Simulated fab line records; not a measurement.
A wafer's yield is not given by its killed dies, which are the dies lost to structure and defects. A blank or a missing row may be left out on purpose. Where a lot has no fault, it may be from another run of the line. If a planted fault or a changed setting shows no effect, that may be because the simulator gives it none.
fab line records ; flow sky130 ; part 1 of 2: steps 1 to 26 of 36
record: lots: 5; wafers: 15; last_day: 49
route steps=708 shown NWELL@58 PWDE@84 VT_ADJUST_HVTP@85
lots with no fault: from the same line, run without faults
start_h: hours from the record's opening day to when the first of the lot's shown wafers began ; wait_h: hours since the lot's step before ; " same as the row above ; L1.1+2: several wafers, shown together as one row ; - value missing, or start not given ; * or withheld: withheld ; < > ~ a bound
route shown NAME@n: names a module that has steps shown in the file, with the first one's number in the route ; usual: the fault-free wafers' mean and standard deviation ; same: alike in all rows ; chamber/n: place in a boat ; sites: per-site readings ; _std_site: standard deviation across them ; _edge_site: mean of outer sites minus mean of inner sites ; radius_mm: for every site, how far away it sits from the centre of the wafer ; mask NAME#n: copy n ; behind: tool/chamber where the wafer was last shaped ; hold: reason for holding the lot/hours on hold/outcome of the hold ; device: the n, p or np transistor that did not switch ; end of line: at the end of the route, the tests of the same wafers ; a step given without rows: its recipe and nothing more ; killed: the dies lost at the first sort to structure and to defects; this is not the yield of the wafer ; map: shows each die of a wafer: x if killed, . if not, _ if none is there
set.NAME: setting as actually run; set.NAME@STEP: the setting as run at that earlier step ; model.NAME: the simulator's own value behind a step, which no gauge read
a table for each step, a row for each wafer; lots at some steps of the route
services: a tool's chamber out of use, with start hour (start_h, from the record's first day; less than 0 if before it), hours out, and reason
== steps ==
step: SKY_NWELL_COAT_05
recipe: spin_rpm: 2000; resist_thk_nm: 3000
usual: exhaust_pa: 44.8/0.87
lot.wafer;tool;chamber;start_h;wait_h;exhaust_pa
L074.1;litho_track-02;0;78.69;0.1;43.7
L074.5;litho_track-02;0;78.69;0.1;45.4
L074.6;litho_track-02;0;78.69;0.1;44.5
L076.2;litho_track-04;0;87.59;0.1;44.8
L076.3;litho_track-04;0;87.59;0.1;46.0
L076.6;litho_track-04;0;87.59;0.1;44.9
L087.1;litho_track-04;0;153.72;0.1;43.6
L087.3;litho_track-04;0;153.72;0.1;43.6
L087.5;litho_track-04;0;153.72;0.1;43.3
L088.2;litho_track-01;0;156.56;0.1;45.7
L088.4;litho_track-01;0;156.56;0.1;43.7
L088.5;litho_track-01;0;156.56;0.1;45.9
L090.1;litho_track-01;0;170.34;0.1;42.9
L090.2;litho_track-01;0;170.34;0.1;44.5
L090.3;litho_track-01;0;170.34;0.1;42.4
step: SKY_NWELL_SOFTBAKE_06
recipe: temp_c: 110; time_s: withheld
usual: exhaust_pa: 45.1/0.95
lot.wafer;tool;chamber;start_h;wait_h;exhaust_pa
L074.1;litho_track-02;0;78.84;0.1;45.7
L074.5;litho_track-02;0;78.84;0.1;44.6
L074.6;litho_track-02;0;78.84;0.1;44.7
L076.2;litho_track-04;0;87.75;0.1;44.8
L076.3;litho_track-04;0;87.75;0.1;44.1
L076.6;litho_track-04;0;87.75;0.1;44.4
L087.1;litho_track-04;0;153.87;0.1;45.5
L087.3;litho_track-04;0;153.87;0.1;43.7
L087.5;litho_track-04;0;153.87;0.1;45.0
L088.2;litho_track-01;0;156.72;0.1;46.2
L088.4;litho_track-01;0;156.72;0.1;46.5
L088.5;litho_track-01;0;156.72;0.1;45.7
L090.1;litho_track-01;0;170.49;0.1;45.3
L090.2;litho_track-01;0;170.49;0.1;45.2
L090.3;litho_track-01;0;170.49;0.1;45.3
step: SKY_NWELL_EXPOSE_07
recipe: mask_id: NWM; na: 0.6; source_shape: conventional; sigma_outer: 0.6; polarization: unpolarized; target_cd_nm: 840; dose_mj: 255
lot.wafer;tool;chamber;start_h;wait_h;mask
L074.1+5+6;iline_stepper-02;0;-;-;NWM#0
L076.2+3+6;iline_stepper-02;0;-;-;NWM#0
L087.1+3+5;iline_stepper-02;0;-;-;NWM#0
L088.2+4+5;iline_stepper-02;0;-;-;NWM#0
L090.1+2+3;iline_stepper-01;0;-;-;NWM#0
step: SKY_NWELL_PEB_08
recipe: temp_c: 115; time_s: withheld
usual: exhaust_pa: 45.0/0.85
lot.wafer;tool;chamber;start_h;wait_h;exhaust_pa
L074.1;litho_track-02;0;-;-;45.1
L074.5;litho_track-02;0;-;-;44.5
L074.6;litho_track-02;0;-;-;43.5
L076.2;litho_track-04;0;-;-;45.6
L076.3;litho_track-04;0;-;-;45.5
L076.6;litho_track-04;0;-;-;45.0
L087.1;litho_track-02;0;-;-;46.1
L087.3;litho_track-02;0;-;-;46.4
L087.5;litho_track-02;0;-;-;45.5
L088.2;litho_track-02;0;-;-;45.2
L088.4;litho_track-02;0;-;-;45.5
L088.5;litho_track-02;0;-;-;44.1
L090.1;litho_track-01;0;-;-;45.4
L090.2;litho_track-01;0;-;-;46.2
L090.3;litho_track-01;0;-;-;44.6
step: SKY_NWELL_DEVELOP_09
recipe: wall_angle_deg: 90; developer: TMAH; develop_time_s: 60; dev_temp_c: 23
usual: exhaust_pa: 44.9/0.91
lot.wafer;tool;chamber;start_h;wait_h;exhaust_pa
L074.1;litho_track-02;0;-;-;44.3
L074.5;litho_track-02;0;-;-;43.7
L074.6;litho_track-02;0;-;-;43.1
L076.2;litho_track-04;0;-;-;44.5
L076.3;litho_track-04;0;-;-;44.1
L076.6;litho_track-04;0;-;-;44.6
L087.1;litho_track-02;0;-;-;44.1
L087.3;litho_track-02;0;-;-;45.5
L087.5;litho_track-02;0;-;-;45.2
L088.2;litho_track-02;0;-;-;43.7
L088.4;litho_track-02;0;-;-;45.7
L088.5;litho_track-02;0;-;-;45.9
L090.1;litho_track-01;0;-;-;44.6
L090.2;litho_track-01;0;-;-;44.0
L090.3;litho_track-01;0;-;-;45.0
step: SKY_NWELL_OVL_MEAS_10
usual: NWELL_00_OVL: -0.2/1.4
lot.wafer;tool;chamber;start_h;wait_h;NWELL_00_OVL[nm]
L074.1;overlay-02;-;87.49;-;2.0
L074.5;overlay-02;-;87.49;-;1.9
L074.6;overlay-02;-;87.49;-;2.1
L076.2;overlay-01;-;97.07;-;0.1
L076.3;overlay-01;-;97.07;-;-0.9
L076.6;overlay-01;-;97.07;-;-0.5
L087.1;overlay-02;-;164.49;-;-4.6
L087.3;overlay-02;-;164.49;-;-2.2
L087.5;overlay-02;-;164.49;-;-1.6
L088.2;overlay-01;-;166.95;-;1.9
L088.4;overlay-01;-;166.95;-;2.1
L088.5;overlay-01;-;166.95;-;0.9
L090.1;overlay-02;-;181.09;-;0.7
L090.2;overlay-02;-;181.09;-;0.1
L090.3;overlay-02;-;181.09;-;-1.0
step: SKY_NWELL_IMPLANT_11
recipe: species: P; energy_kev: 400; dose_cm2: 1.9e+13; tilt_deg: withheld
usual: beam_energy_keV: 400.02/0.13; beam_on_s: 9.97/0.22
lot.wafer;tool;chamber;start_h;wait_h;beam_energy_keV;beam_on_s
L074.1;implanter-04;0;87.53;0.0;399.94;9.74
L074.5;implanter-04;0;87.53;0.0;399.74;9.84
L074.6;implanter-04;0;87.53;0.0;400.03;10.11
L076.2;implanter-01;0;97.13;0.0;400.15;9.93
L076.3;implanter-01;0;97.13;0.0;400.20;9.48
L076.6;implanter-01;0;97.13;0.0;399.96;9.83
L087.1;implanter-01;0;164.53;0.0;400.02;10.03
L087.3;implanter-01;0;164.53;0.0;400.21;10.06
L087.5;implanter-01;0;164.53;0.0;400.04;9.99
L088.2;implanter-04;0;167.00;0.0;400.06;9.79
L088.4;implanter-04;0;167.00;0.0;400.02;10.16
L088.5;implanter-04;0;167.00;0.0;399.88;10.08
L090.1;implanter-03;0;181.12;0.0;399.95;10.07
L090.2;implanter-03;0;181.12;0.0;399.99;9.96
L090.3;implanter-03;0;181.12;0.0;399.99;9.55
step: SKY_NWELL_IMPLANT_12
recipe: species: P; energy_kev: 120; dose_cm2: 1.3e+12; tilt_deg: withheld
usual: beam_energy_keV: 120.00/0.042; beam_on_s: 9.99/0.19
lot.wafer;tool;chamber;start_h;wait_h;beam_energy_keV;beam_on_s
L074.1;implanter-04;0;87.68;0.1;120.07;9.92
L074.5;implanter-04;0;87.68;0.1;119.99;9.79
L074.6;implanter-04;0;87.68;0.1;120.08;10.14
L076.2;implanter-01;0;97.28;0.1;119.95;9.78
L076.3;implanter-01;0;97.28;0.1;120.04;9.94
L076.6;implanter-01;0;97.28;0.1;119.98;10.29
L087.1;implanter-01;0;164.68;0.1;120.02;10.04
L087.3;implanter-01;0;164.68;0.1;119.99;10.14
L087.5;implanter-01;0;164.68;0.1;120.06;10.03
L088.2;implanter-04;0;167.15;0.1;119.97;10.22
L088.4;implanter-04;0;167.15;0.1;120.01;9.60
L088.5;implanter-04;0;167.15;0.1;120.03;9.92
L090.1;implanter-03;0;181.27;0.1;119.99;10.05
L090.2;implanter-03;0;181.27;0.1;119.96;9.98
L090.3;implanter-03;0;181.27;0.1;119.95;9.89
step: SKY_NWELL_IMPLANT_13
recipe: species: P; energy_kev: 50; dose_cm2: 7e+11; tilt_deg: withheld
usual: beam_energy_keV: 49.998/0.014; beam_on_s: 9.99/0.21
lot.wafer;tool;chamber;start_h;wait_h;beam_energy_keV;beam_on_s
L074.1;implanter-04;0;87.83;0.1;49.992;10.14
L074.5;implanter-04;0;87.83;0.1;49.981;10.29
L074.6;implanter-04;0;87.83;0.1;49.976;10.20
L076.2;implanter-01;0;97.43;0.1;49.989;10.22
L076.3;implanter-01;0;97.43;0.1;49.989;9.97
L076.6;implanter-01;0;97.43;0.1;50.005;10.09
L087.1;implanter-01;0;164.83;0.1;49.985;9.71
L087.3;implanter-01;0;164.83;0.1;49.991;9.96
L087.5;implanter-01;0;164.83;0.1;49.988;9.94
L088.2;implanter-04;0;167.30;0.1;50.006;10.19
L088.4;implanter-04;0;167.30;0.1;49.990;10.11
L088.5;implanter-04;0;167.30;0.1;50.009;9.75
L090.1;implanter-03;0;181.42;0.1;50.010;9.90
L090.2;implanter-03;0;181.42;0.1;50.002;9.81
L090.3;implanter-03;0;181.42;0.1;50.011;10.10
step: SKY_NWELL_STRIP_14
recipe: chemistry: O2/N2; power_w: 1400; pressure_mtorr: 1500; platen_temp_c: withheld; o2_flow_sccm: 3000; n2_flow_sccm: 300; overash_fraction: 0.5
usual: drypump_motor_current_A: 5.8/0.38; oes_product_au: 0.722/0.0046; strip_time_to_endpoint_s: 36.89/0.1
lot.wafer;tool;chamber;start_h;wait_h;drypump_motor_current_A;oes_product_au;rf_hours_counter_h;strip_time_to_endpoint_s
L074.1;plasma_asher-02;1;87.98;0.1;5.9;0.722;27;36.96
L074.5;plasma_asher-02;1;87.98;0.1;5.9;0.717;-;36.91
L074.6;plasma_asher-02;0;87.98;0.1;6.4;0.723;-;36.74
L076.2;plasma_asher-04;0;97.55;0.1;5.6;0.712;41;36.92
L076.3;plasma_asher-04;1;97.55;0.1;5.7;0.712;-;37.09
L076.6;plasma_asher-04;1;97.55;0.1;5.8;0.724;-;36.94
L087.1;plasma_asher-01;0;164.98;0.1;5.1;0.713;6;36.96
L087.3;plasma_asher-01;1;164.98;0.1;5.9;0.722;-;36.92
L087.5;plasma_asher-01;1;164.98;0.1;5.9;0.721;-;36.94
L088.2;plasma_asher-04;1;167.43;0.1;5.7;0.725;50;36.77
L088.4;plasma_asher-04;1;167.43;0.1;5.7;0.722;-;36.83
L088.5;plasma_asher-04;0;167.43;0.1;5.6;0.719;-;36.74
L090.1;plasma_asher-02;0;181.57;0.1;6.5;0.730;31;36.92
L090.2;plasma_asher-02;1;181.57;0.1;5.9;0.721;31;36.85
L090.3;plasma_asher-02;1;181.57;0.1;5.9;0.725;-;36.87
step: SKY_NWELL_TW_MEAS_15
usual: NWELL_TW: 1799/15
lot.wafer;tool;chamber;start_h;wait_h;NWELL_TW
L074.1;film_metro-01;-;88.08;0.1;1813
L074.5;film_metro-01;-;88.08;0.1;1810
L074.6;film_metro-01;-;88.08;0.1;1819
L076.2;film_metro-01;-;97.66;0.1;1800
L076.3;film_metro-01;-;97.66;0.1;1798
L076.6;film_metro-01;-;97.66;0.1;1797
L087.1;film_metro-02;-;165.08;0.1;1792
L087.3;film_metro-02;-;165.08;0.1;1781
L087.5;film_metro-02;-;165.08;0.1;1787
L088.2;film_metro-02;-;167.54;0.1;1787
L088.4;film_metro-02;-;167.54;0.1;1788
L088.5;film_metro-02;-;167.54;0.1;1784
L090.1;film_metro-02;-;181.67;0.1;1790
L090.2;film_metro-02;-;181.67;0.1;1784
L090.3;film_metro-02;-;181.67;0.1;1771
step: SKY_NWELL_DEHYDRATE_16
recipe: temp_c: 200; time_s: 60
usual: exhaust_pa: 45.2/0.93
lot.wafer;tool;chamber;start_h;wait_h;exhaust_pa
L074.1;litho_track-01;0;96.89;8.8;44.3
L074.5;litho_track-01;0;96.89;8.8;44.7
L074.6;litho_track-01;0;96.89;8.8;45.2
L076.2;litho_track-02;0;105.87;8.2;46.7
L076.3;litho_track-02;0;105.87;8.2;45.1
L076.6;litho_track-02;0;105.87;8.2;45.6
L087.1;litho_track-01;0;174.29;9.2;45.1
L087.3;litho_track-01;0;174.29;9.2;45.3
L087.5;litho_track-01;0;174.29;9.2;44.3
L088.2;litho_track-04;0;176.89;9.3;43.7
L088.4;litho_track-04;0;176.89;9.3;43.4
L088.5;litho_track-04;0;176.89;9.3;44.5
L090.1;litho_track-01;0;191.14;9.5;44.3
L090.2;litho_track-01;0;191.14;9.5;44.7
L090.3;litho_track-01;0;191.14;9.5;43.6
step: SKY_NWELL_HMDS_17
recipe: prime_time_s: 60; prime_temp_c: 120
usual: exhaust_pa: 45.4/1
lot.wafer;tool;chamber;start_h;wait_h;exhaust_pa
L074.1;litho_track-01;0;97.04;0.1;46.1
L074.5;litho_track-01;0;97.04;0.1;45.2
L074.6;litho_track-01;0;97.04;0.1;45.8
L076.2;litho_track-02;0;106.02;0.1;46.2
L076.3;litho_track-02;0;106.02;0.1;46.0
L076.6;litho_track-02;0;106.02;0.1;45.9
L087.1;litho_track-01;0;174.44;0.1;45.1
L087.3;litho_track-01;0;174.44;0.1;44.7
L087.5;litho_track-01;0;174.44;0.1;44.7
L088.2;litho_track-04;0;177.04;0.1;44.9
L088.4;litho_track-04;0;177.04;0.1;45.8
L088.5;litho_track-04;0;177.04;0.1;45.8
L090.1;litho_track-01;0;191.29;0.1;45.3
L090.2;litho_track-01;0;191.29;0.1;44.5
L090.3;litho_track-01;0;191.29;0.1;44.4
step: SKY_NWELL_COAT_18
recipe: spin_rpm: 2000; resist_thk_nm: 3000
usual: exhaust_pa: 44.9/0.87
lot.wafer;tool;chamber;start_h;wait_h;exhaust_pa
L074.1;litho_track-01;0;97.19;0.1;46.0
L074.5;litho_track-01;0;97.19;0.1;43.7
L074.6;litho_track-01;0;97.19;0.1;44.4
L076.2;litho_track-02;0;106.17;0.1;44.7
L076.3;litho_track-02;0;106.17;0.1;44.3
L076.6;litho_track-02;0;106.17;0.1;44.8
L087.1;litho_track-01;0;174.59;0.1;44.0
L087.3;litho_track-01;0;174.59;0.1;45.0
L087.5;litho_track-01;0;174.59;0.1;44.6
L088.2;litho_track-04;0;177.19;0.1;45.7
L088.4;litho_track-04;0;177.19;0.1;44.8
L088.5;litho_track-04;0;177.19;0.1;45.4
L090.1;litho_track-01;0;191.44;0.1;45.1
L090.2;litho_track-01;0;191.44;0.1;44.9
L090.3;litho_track-01;0;191.44;0.1;44.8
step: SKY_NWELL_SOFTBAKE_19
recipe: temp_c: 110; time_s: withheld
usual: exhaust_pa: 44.9/0.89
lot.wafer;tool;chamber;start_h;wait_h;exhaust_pa
L074.1;litho_track-01;0;97.34;0.1;44.4
L074.5;litho_track-01;0;97.34;0.1;43.5
L074.6;litho_track-01;0;97.34;0.1;44.3
L076.2;litho_track-02;0;106.32;0.1;45.1
L076.3;litho_track-02;0;106.32;0.1;45.9
L076.6;litho_track-02;0;106.32;0.1;45.0
L087.1;litho_track-01;0;174.74;0.1;45.5
L087.3;litho_track-01;0;174.74;0.1;46.1
L087.5;litho_track-01;0;174.74;0.1;46.1
L088.2;litho_track-04;0;177.35;0.1;44.5
L088.4;litho_track-04;0;177.35;0.1;43.6
L088.5;litho_track-04;0;177.35;0.1;42.3
L090.1;litho_track-01;0;191.59;0.1;45.0
L090.2;litho_track-01;0;191.59;0.1;43.9
L090.3;litho_track-01;0;191.59;0.1;45.4
step: SKY_NWELL_EXPOSE_20
recipe: mask_id: NWM_COMPLEMENT; na: 0.6; source_shape: conventional; sigma_outer: 0.6; polarization: unpolarized; target_cd_nm: 840; dose_mj: 260
lot.wafer;tool;chamber;start_h;wait_h;mask
L074.1+5+6;iline_stepper-02;0;-;-;NWM_COMPLEMENT#0
L076.2+3+6;iline_stepper-01;0;-;-;NWM_COMPLEMENT#0
L087.1+3+5;iline_stepper-02;0;-;-;NWM_COMPLEMENT#0
L088.2+4+5;iline_stepper-02;0;-;-;NWM_COMPLEMENT#0
L090.1+2+3;iline_stepper-02;0;-;-;NWM_COMPLEMENT#0
step: SKY_NWELL_PEB_21
recipe: temp_c: 115; time_s: withheld
usual: exhaust_pa: 44.9/0.97
lot.wafer;tool;chamber;start_h;wait_h;exhaust_pa
L074.1;litho_track-04;0;-;-;43.6
L074.5;litho_track-04;0;-;-;42.9
L074.6;litho_track-04;0;-;-;44.0
L076.2;litho_track-04;0;-;-;45.6
L076.3;litho_track-04;0;-;-;46.0
L076.6;litho_track-04;0;-;-;44.6
L087.1;litho_track-04;0;-;-;46.5
L087.3;litho_track-04;0;-;-;46.8
L087.5;litho_track-04;0;-;-;45.9
L088.2;litho_track-01;0;-;-;45.4
L088.4;litho_track-01;0;-;-;45.2
L088.5;litho_track-01;0;-;-;44.7
L090.1;litho_track-01;0;-;-;45.0
L090.2;litho_track-01;0;-;-;44.7
L090.3;litho_track-01;0;-;-;46.3
step: SKY_NWELL_DEVELOP_22
recipe: wall_angle_deg: 90; developer: TMAH; develop_time_s: 60; dev_temp_c: 23
usual: exhaust_pa: 45.1/0.9
lot.wafer;tool;chamber;start_h;wait_h;exhaust_pa
L074.1;litho_track-04;0;-;-;44.0
L074.5;litho_track-04;0;-;-;43.5
L074.6;litho_track-04;0;-;-;45.9
L076.2;litho_track-04;0;-;-;45.1
L076.3;litho_track-04;0;-;-;44.8
L076.6;litho_track-04;0;-;-;44.4
L087.1;litho_track-04;0;-;-;45.9
L087.3;litho_track-04;0;-;-;47.5
L087.5;litho_track-04;0;-;-;44.9
L088.2;litho_track-01;0;-;-;45.5
L088.4;litho_track-01;0;-;-;45.6
L088.5;litho_track-01;0;-;-;45.4
L090.1;litho_track-01;0;-;-;45.4
L090.2;litho_track-01;0;-;-;45.2
L090.3;litho_track-01;0;-;-;44.9
step: SKY_NWELL_OVL_MEAS_23
usual: NWELL_01_OVL: 0.0/1.3
lot.wafer;tool;chamber;start_h;wait_h;NWELL_01_OVL[nm]
L074.1;overlay-01;-;106.07;-;-1.3
L074.5;overlay-01;-;106.07;-;-0.5
L074.6;overlay-01;-;106.07;-;-1.4
L076.2;overlay-01;-;115.32;-;0.3
L076.3;overlay-01;-;115.32;-;2.0
L076.6;overlay-01;-;115.32;-;3.0
L087.1;overlay-01;-;185.12;-;0.5
L087.3;overlay-01;-;185.12;-;0.2
L087.5;overlay-01;-;185.12;-;-1.0
L088.2;overlay-02;-;187.94;-;1.7
L088.4;overlay-02;-;187.94;-;0.8
L088.5;overlay-02;-;187.94;-;0.3
L090.1;overlay-01;-;202.59;-;0.2
L090.2;overlay-01;-;202.59;-;-1.6
L090.3;overlay-01;-;202.59;-;-0.5
step: SKY_NWELL_IMPLANT_24
recipe: species: B; energy_kev: 140; dose_cm2: 9.2e+12; tilt_deg: withheld
usual: beam_energy_keV: 140.00/0.048; beam_on_s: 10.02/0.21
lot.wafer;tool;chamber;start_h;wait_h;beam_energy_keV;beam_on_s
L074.1;implanter-03;0;106.10;0.0;140.06;10.33
L074.5;implanter-03;0;106.10;0.0;140.04;9.95
L074.6;implanter-03;0;106.10;0.0;139.99;9.98
L076.2;implanter-03;0;115.38;0.0;140.01;9.82
L076.3;implanter-03;0;115.38;0.0;140.04;10.13
L076.6;implanter-03;0;115.38;0.0;139.96;10.05
L087.1;implanter-04;0;185.15;0.0;140.00;10.16
L087.3;implanter-04;0;185.15;0.0;139.92;9.95
L087.5;implanter-04;0;185.15;0.0;140.01;10.27
L088.2;implanter-03;0;188.00;0.0;140.04;10.63
L088.4;implanter-03;0;188.00;0.0;140.02;9.53
L088.5;implanter-03;0;188.00;0.0;140.03;9.81
L090.1;implanter-01;0;202.62;0.0;139.92;10.29
L090.2;implanter-01;0;202.62;0.0;139.90;10.15
L090.3;implanter-01;0;202.62;0.0;139.99;9.90
step: SKY_NWELL_STRIP_25
recipe: chemistry: O2/N2; power_w: 1400; pressure_mtorr: 1500; platen_temp_c: withheld; o2_flow_sccm: 3000; n2_flow_sccm: 300; overash_fraction: 0.5
usual: drypump_motor_current_A: 5.7/0.38; oes_product_au: 0.723/0.0045; strip_time_to_endpoint_s: 36.92/0.094
lot.wafer;tool;chamber;start_h;wait_h;drypump_motor_current_A;oes_product_au;rf_hours_counter_h;strip_time_to_endpoint_s
L074.1;plasma_asher-02;0;106.25;0.1;6.4;0.725;29;36.73
L074.5;plasma_asher-02;1;106.25;0.1;5.9;0.729;-;36.79
L074.6;plasma_asher-02;0;106.25;0.1;6.4;0.726;-;36.92
L076.2;plasma_asher-04;1;115.50;0.1;5.7;0.730;43;36.98
L076.3;plasma_asher-04;1;115.50;0.1;5.7;0.719;-;37.06
L076.6;plasma_asher-04;0;115.50;0.1;5.5;0.723;-;36.96
L087.1;plasma_asher-01;0;185.30;0.1;5.0;0.722;8;36.83
L087.3;plasma_asher-01;1;185.30;0.1;5.9;0.731;-;36.85
L087.5;plasma_asher-01;0;185.30;0.1;5.1;0.723;-;36.80
L088.2;plasma_asher-02;0;188.12;0.1;6.5;0.717;32;36.95
L088.4;plasma_asher-02;1;188.12;0.1;5.9;0.729;-;36.96
L088.5;plasma_asher-02;1;188.12;0.1;5.9;0.720;-;37.00
L090.1;plasma_asher-02;0;202.77;0.1;6.4;0.729;33;36.90
L090.2;plasma_asher-02;1;202.77;0.1;5.9;0.736;33;36.81
L090.3;plasma_asher-02;1;202.77;0.1;5.9;0.721;-;36.71
step: SKY_NWELL_TW_MEAS_26
usual: NWELL_2_TW: 490/3.9
lot.wafer;tool;chamber;start_h;wait_h;NWELL_2_TW
L074.1;film_metro-04;-;106.35;0.1;494
L074.5;film_metro-04;-;106.35;0.1;493
L074.6;film_metro-04;-;106.35;0.1;495
L076.2;film_metro-04;-;115.61;0.1;500
L076.3;film_metro-04;-;115.61;0.1;498
L076.6;film_metro-04;-;115.61;0.1;495
L087.1;film_metro-02;-;185.40;0.1;486
L087.3;film_metro-02;-;185.40;0.1;486
L087.5;film_metro-02;-;185.40;0.1;488
L088.2;film_metro-01;-;188.23;0.1;488
L088.4;film_metro-01;-;188.23;0.1;494
L088.5;film_metro-01;-;188.23;0.1;491
L090.1;film_metro-02;-;202.87;0.1;485
L090.2;film_metro-02;-;202.87;0.1;487
L090.3;film_metro-02;-;202.87;0.1;489
step: SKY_NWELL_CLEAN_27
recipe: chemistry: SC1/SC2; mix: 1:4:20; temp_c: 70; time_s: 150; dry: n2_spin
lot.wafer;tool;chamber;start_h;wait_h
L074.1+5+6;wet_bench-02;2;106.41;0.1
L076.2+3+6;wet_bench-04;1;115.66;0.0
L087.1+3+5;wet_bench-04;2;185.46;0.1
L088.2+4+5;wet_bench-02;2;188.28;0.0
L090.1+2+3;wet_bench-04;3;202.93;0.1
step: SKY_NWELL_RTA_28
recipe: temp_c: 1050; time_s: 30; idle_temp_c: 650; ramp_up_c_per_s: 150; ramp_down_c_per_s: 90; ambient: N2
usual: lamp_power_pct: 25.31/0.051; wafer_temp_C_max: 1054.9/1
lot.wafer;tool;chamber;start_h;wait_h;lamp_power_pct;wafer_temp_C_max
L074.1;rtp_anneal-01;0;106.46;0.0;25.40;1056.5
L074.5;rtp_anneal-01;0;106.46;0.0;25.27;1054.7
L074.6;rtp_anneal-01;0;106.46;0.0;25.22;1053.4
L076.2;rtp_anneal-02;0;115.73;0.0;25.33;1054.7
L076.3;rtp_anneal-02;0;115.73;0.0;25.34;1054.8
L076.6;rtp_anneal-02;0;115.73;0.0;25.32;1053.9
L087.1;rtp_anneal-01;0;185.51;0.0;25.31;1054.3
L087.3;rtp_anneal-01;0;185.51;0.0;25.30;1055.1
L087.5;rtp_anneal-01;0;185.51;0.0;25.27;1056.6
L088.2;rtp_anneal-02;0;188.35;0.0;25.38;1053.8
L088.4;rtp_anneal-02;0;188.35;0.0;25.25;1055.0
L088.5;rtp_anneal-02;0;188.35;0.0;25.29;1055.5
L090.1;rtp_anneal-01;0;202.98;0.0;25.38;1054.6
L090.2;rtp_anneal-01;0;202.98;0.0;25.35;1053.9
L090.3;rtp_anneal-01;0;202.98;0.0;25.22;1055.3
step: SKY_NWELL_RS_MEAS_29
recipe: thk_meas_gauge: four-point-probe
usual: NWELL_RS: 625.3/1.8
lot.wafer;tool;chamber;start_h;wait_h;NWELL_RS[ohm/sq]
L074.1;film_metro-01;-;106.56;0.1;622.6
L074.5;film_metro-01;-;106.56;0.1;621.5
L074.6;film_metro-01;-;106.56;0.1;623.3
L076.2;film_metro-02;-;115.83;0.1;624.9
L076.3;film_metro-02;-;115.83;0.1;625.0
L076.6;film_metro-02;-;115.83;0.1;625.7
L087.1;film_metro-01;-;185.61;0.1;623.8
L087.3;film_metro-01;-;185.61;0.1;624.3
L087.5;film_metro-01;-;185.61;0.1;623.9
L088.2;film_metro-02;-;188.45;0.1;623.8
L088.4;film_metro-02;-;188.45;0.1;625.3
L088.5;film_metro-02;-;188.45;0.1;625.9
L090.1;film_metro-02;-;203.08;0.1;624.0
L090.2;film_metro-02;-;203.08;0.1;625.4
L090.3;film_metro-02;-;203.08;0.1;625.4
step: SKY_NWELL_RS_MEAS_31
recipe: thk_meas_gauge: four-point-probe
usual: PWDE_RS: 5279/20
lot.wafer;tool;chamber;start_h;wait_h;PWDE_RS[ohm/sq]
L074.1;film_metro-01;-;106.80;0.1;5249
L074.5;film_metro-01;-;106.80;0.1;5262
L074.6;film_metro-01;-;106.80;0.1;5242
L076.2;film_metro-02;-;116.07;0.1;5312
L076.3;film_metro-02;-;116.07;0.1;5301
L076.6;film_metro-02;-;116.07;0.1;5301
L087.1;film_metro-01;-;185.85;0.1;5243
L087.3;film_metro-01;-;185.85;0.1;5248
L087.5;film_metro-01;-;185.85;0.1;5257
L088.2;film_metro-02;-;188.69;0.1;5291
L088.4;film_metro-02;-;188.69;0.1;5302
L088.5;film_metro-02;-;188.69;0.1;5313
L090.1;film_metro-02;-;203.32;0.1;5250
L090.2;film_metro-02;-;203.32;0.1;5280
L090.3;film_metro-02;-;203.32;0.1;5258
